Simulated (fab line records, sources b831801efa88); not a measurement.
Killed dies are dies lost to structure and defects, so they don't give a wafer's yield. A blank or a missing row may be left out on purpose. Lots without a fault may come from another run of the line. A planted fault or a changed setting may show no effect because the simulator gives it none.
Chamber matching | flow sky130 | SKY_CONTACT_ETCH_17 on rie_diel-03: 4 sister chambers
The step etches SiO2 in C4F8/O2/Ar, stops on Si3N4, target depth 340 nm. 4 wafers are shown with their chamber, then 10 later ones without.

WAFERS WITH THEIR CHAMBER
wafer  | chamber | oes_product_au (a.u.)
L093.1 | 1       | 0.894
L093.6 | 3       | 0.898
L095.1 | 0       | 0.894
L095.2 | 2       | 0.895

WAFERS WITHOUT THEIR CHAMBER
wafer  | oes_product_au (a.u.)
L095.5 | 0.897
L090.1 | 0.882
L090.5 | 0.888
L090.6 | 0.881
L096.2 | 0.882
L096.4 | 0.895
L096.5 | 0.896
L092.3 | 0.889
L092.4 | 0.888
L092.5 | 0.884

WHICH CHAMBER EACH WENT THROUGH
wafer  | from the rows above               | in truth
L095.5 | can't be placed: 3 or 2 or 0 or 1 | 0
L090.1 | can't be placed: 0 or 1 or 2 or 3 | 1
L090.5 | can't be placed: 0 or 1 or 2 or 3 | 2
L090.6 | can't be placed: 0 or 1 or 2 or 3 | 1
L096.2 | can't be placed: 0 or 1 or 2 or 3 | 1
L096.4 | can't be placed: 2 or 0 or 1 or 3 | 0
L096.5 | can't be placed: 2 or 0 or 1 or 3 | 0
L092.3 | can't be placed: 0 or 1 or 2 or 3 | 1
L092.4 | can't be placed: 0 or 1 or 2 or 3 | 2
L092.5 | can't be placed: 0 or 1 or 2 or 3 | 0
Placed correctly: 0 of 10. Can't be placed from these rows: 10 (the true chamber is among the candidates in 10). Placed wrongly: 0.
How it was worked out, from the rows above alone: a wafer's distance from a chamber is the root of the sum, over the readings, of the square of ((its reading less the chamber's mean) divided by the reading's scatter). The wafer belongs to the nearest chamber; if the next one is less than 2 further off, it can't be placed. A chamber's mean is the mean of its shown wafers. The scatter: with one shown wafer a chamber, the root of the mean of the squares of how far each hidden wafer lies from its nearest shown one.
